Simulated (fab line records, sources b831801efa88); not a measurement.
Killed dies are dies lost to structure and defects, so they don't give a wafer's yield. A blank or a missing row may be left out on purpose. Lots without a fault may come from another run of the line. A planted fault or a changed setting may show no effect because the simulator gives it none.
One fault seen from 2 desks | flow sky130 | each desk has only its own numbers; what lay behind them comes last

THE TOOL OWNER'S DESK: implanter-04
The tool's own readings at SKY_NWELL_IMPLANT_13: means of the sampled wafers that have a number, for each lot that ran on this tool. A lot is out of limits, marked OUT, if its mean lies more than 4 standard deviations from the usual mean; the brackets give that distance.
Columns: A = dose_ions_cm2 at SKY_NWELL_IMPLANT_13, usual 6.998e+11; B = faraday_current_uA at SKY_NWELL_IMPLANT_13, usual 3.94
lot  | first seen here | A                           | B
L996 | day 5 03:58     | 6.994e+11                   | 3.95
L101 | day 5 23:19     | 7.005e+11                   | 4.01
L109 | day 7 17:29     | 4.695e+11 (-99 or more) OUT | 2.71 (-15) OUT
L111 | day 8 03:41     | 4.685e+11 (-99 or more) OUT | 2.60 (-16) OUT
L113 | day 8 13:17     | 4.692e+11 (-99 or more) OUT | 2.69 (-15) OUT
This desk's finding: out of limits on L109, L111, L113; first on L109, day 7 17:29 (dose_ions_cm2 at SKY_NWELL_IMPLANT_13). In limits: L996, L101.

THE METROLOGY DESK
What the gauges read, lot by lot, whatever tool the lot ran on: means of the sampled wafers that have a number. A lot is out of limits, marked OUT, if its mean lies more than 4 standard deviations from the usual mean; the brackets give that distance.
Columns: A = FIELD_ISO_CVD_24_THK at SKY_FIELD_ISO_THK_MEAS_25, usual 590 nm; B = PWDE_TW at SKY_PWDE_TW_MEAS_10, usual 373; C = NWELL_RS at SKY_NWELL_RS_MEAS_29, usual 625.0 ohm/sq
lot  | first seen here | A   | B   | C
L996 | day 2 08:16     | 585 | 373 | 623.6
L997 | day 2 18:06     | 596 | 371 | 622.4
L998 | day 2 18:10     | 593 | 371 | 626.8
L101 | day 3 14:25     | 594 | 378 | 624.7
L102 | day 3 15:32     | 582 | 369 | 626.1
L104 | day 4 04:32     | 585 | 376 | 624.0
L109 | day 5 04:44     | 588 | 376 | 632.3 (+4.9) OUT
L111 | day 5 13:23     | 590 | 371 | 634.7 (+6.5) OUT
L113 | day 5 22:16     | 589 | 370 | 631.7 (+4.5) OUT
L114 | day 6 05:02     | 590 | 379 | 624.7
L115 | day 6 10:59     | 594 | 369 | 624.7
L119 | day 7 10:17     | 591 | 366 | 624.4
This desk's finding: out of limits on L109, L111, L113; first on L109, day 8 12:44 (NWELL_RS at SKY_NWELL_RS_MEAS_29). In limits: L996, L997, L998, L101, L102, L104, L114, L115, L119.

PUT TOGETHER
The tool owner's desk could have raised an alarm at day 7 17:29, on L109, L111, L113.
The metrology desk could have raised an alarm at day 8 12:44, on L109, L111, L113.
Of the lots named, all ran SKY_NWELL_IMPLANT_13 on implanter-04.

WHAT THE SIMULATOR HAD PUT IN
Process parameter drift: implanter-04, from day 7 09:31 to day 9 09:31, at SKY_NWELL_IMPLANT_13. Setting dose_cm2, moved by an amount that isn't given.
Lots struck among those shown: L109, L111, L113.
Hours from the fault's start to each desk's first reading out of limits: the tool owner's desk, 8; the metrology desk, 27.
